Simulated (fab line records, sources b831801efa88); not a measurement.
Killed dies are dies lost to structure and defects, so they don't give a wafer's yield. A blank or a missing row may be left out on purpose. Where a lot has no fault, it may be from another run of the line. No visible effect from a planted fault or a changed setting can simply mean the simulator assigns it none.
Struck lot and sound lot, side by side :: flow sky130 :: 37 out of 708 route steps
Sound: these wafers, L314.3, L314.5, L314.6. Struck: wafers L309.3, L309.6. (L309.5 of the same lot was not struck and is left out.) The cause comes at the end.
Order at every step that has rows: each side's tool, ch and its chambers, its first start. Under that, the readings that differ: sound wafers :: struck wafers :: difference of the means :: sigmas: that difference in standard deviations of wafers without a fault.
alike: same words and numbers on both sides, and readings whose means sit less than 2 such deviations apart. not compared: any withheld reading, any reading some wafer has no value for, any bound like >300 that may hide the same value, and any number with overlapping values for which the record gives no deviation.
The two part at a step that has a row with sigmas, a row that says differs or no value, or rows on one side only. Non-overlapping numbers with no deviation appear without sigmas and do not part them. A reading missing from all wafers of one side parts the sides only when that side holds two or more wafers.

first, 10 steps without rows for these wafers: SKY_VIA3_CLEAN_18 (cleans in IPA, time 180 s); SKY_VIA3_CLEAN_19 (cleans in O3/DIW); SKY_VIA3_SPUTTER_20 (material TiN, target thk 20 nm, time 80 s); SKY_VIA3_CVD_21 (deposits W, target thk 390 nm, time 117.31 s); SKY_VIA3_CMP_24 (polishes, stops on SiO2, t overpolish 20 s, target thk 0 nm); SKY_METAL4_SPUTTER_00 (material Ti, target thk 15 nm, time 10 s); SKY_METAL4_SPUTTER_01 (material TiN, target thk 20 nm, time 16.7 s); SKY_METAL4_SPUTTER_02 (material AlCu, target thk 735 nm, time 39.1 s); SKY_METAL4_SPUTTER_03 (material Ti, target thk 5 nm, time 3.3 s); SKY_METAL4_SPUTTER_04 (material TiN, target thk 70 nm, time 58.3 s).
SKY_CAP2M_CVD_00: deposits SiO2, target thk 15.5 nm.
  sound on pecvd-02 ch 0,1,2, day 44 20:55; struck on pecvd-04 ch 0, day 43 04:54
reading: rfFwdPowerW (W)
sound: 440.8 441.5 439.2
struck: 368.6 366.6
difference: -72.9
sigmas: -40

reading: model.SiO2_of_CAP2M_CVD_00.thkNm (nm)
sound: 15.66 15.6 15.93
struck: 14.7 14.62
difference: -1.1
sigmas: 
  alike: heaterPowerW
SKY_CAP2M_THK_MEAS_01:
  struck on filmMetro-04, day 43 04:56; sound on filmMetro-04, day 44 20:58
reading: CAP2M_CVD_00_THK (nm)
sound: 15.66 15.61 15.86
struck: 14.67 14.65
difference: -1.05
sigmas: -4
then, 23 steps without rows for these wafers: SKY_CAP2M_SPUTTER_02 (material TiN, target thk 200 nm, time 166.7 s); SKY_CAP2M_DEHYDRATE_05 (time 60 s); SKY_CAP2M_HMDS_06 (prime time 60 s); SKY_CAP2M_COAT_07 (resist thk 1140 nm); SKY_CAP2M_SOFTBAKE_08 (time 60 s); SKY_CAP2M_EXPOSE_09 (exposes mask CAP2M, target cd 1000 nm); SKY_CAP2M_PEB_10; SKY_CAP2M_DEVELOP_11 (develop time 60 s); SKY_CAP2M_METAL_ETCH_13 (etches TiN in Cl2/BCl3, stops on SiO2, target depth 220 nm, time 62.9 s); SKY_CAP2M_STRIP_14 (strips in O2/N2); SKY_CAP2M_STRIP_15 (strips in post etch residue remover, time 1200 s); SKY_CAP2M_CLEAN_16 (cleans in IPA, time 180 s); SKY_CAP2M_CLEAN_17 (cleans in O3/DIW); SKY_METAL4_DEHYDRATE_05 (time 60 s); SKY_METAL4_HMDS_06 (prime time 60 s); SKY_METAL4_COAT_07 (resist thk 60 nm); SKY_METAL4_COAT_08 (resist thk 1140 nm); SKY_METAL4_SOFTBAKE_09 (time 90 s); SKY_METAL4_EXPOSE_10 (exposes mask MM4, target cd 300 nm); SKY_METAL4_PEB_11; SKY_METAL4_DEVELOP_12 (develop time 60 s); SKY_METAL4_DESCUM_15 (chemistry O2, time 8 s); SKY_METAL4_ETCH_16 (etches BARC in N2/H2, stops on SiO2, time 88.2 s, target depth 60 nm).
SKY_METAL4_ETCH_17: etches SiO2 in C4F8/O2/Ar, stops on TiN, time 3.9 s, target depth 15 nm.
  sound on rieDiel-03 ch 0,1,2, day 46 15:38; struck on rieDiel-02 ch 0,3, day 45 02:19
reading: oesProductAu (a.u.)
sound: 0.762 0.760 0.768
struck: 0.728 0.731
difference: -0.034
sigmas: -4

reading: model.etch.depthNm (nm)
sound: 15.66 15.6 15.93
struck: 14.7 14.62
difference: -1.1
sigmas: 
  alike: chamberPressureMTorr
  not compared: rfHoursCounterH
-- the record jumps here: 4 days lie between the struck wafers' starts before and after (it left off in module METAL4 and takes up again in module PAD_OPEN, whose first step shown is number 708 of the route) --
SKY_PAD_OPEN_PROBE_99:
  struck on prober-01, day 48 16:30; sound on prober-01, day 50 01:58
reading: model.etest.capMim2.bvV (V)
sound: 14.29 14.35 14.41
struck: 13.06 13.61
difference: -1.01
sigmas: 

reading: model.etest.capMim2.cFfUm2
sound: 2.315 2.339 2.286
struck: 2.498 2.463
difference: +0.167
sigmas: 
  alike: defectLimitedYield, killed_at_M0_to_M3, killed_at_M4_up, killedAtContacts, killedAtFrontEnd, killedAtOther, killedDies, killedOpen, killedShort, sort_bin_3_pad_short, sort_bin_5_function, sort_bin_6_memory, sortNPass, sortYieldPct
  not compared: model.etest.capMim2.leakLog10ACm2

== WHERE THEY PART ==
At SKY_CAP2M_CVD_00 first; at SKY_METAL4_ETCH_17 last (within this record only). Later steps at which nothing parts them and some readings are alike: SKY_PAD_OPEN_PROBE_99.

WHY: whatever the simulator had introduced
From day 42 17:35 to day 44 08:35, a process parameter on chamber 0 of pecvd-04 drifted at SKY_CAP2M_CVD_00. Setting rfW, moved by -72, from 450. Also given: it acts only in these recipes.
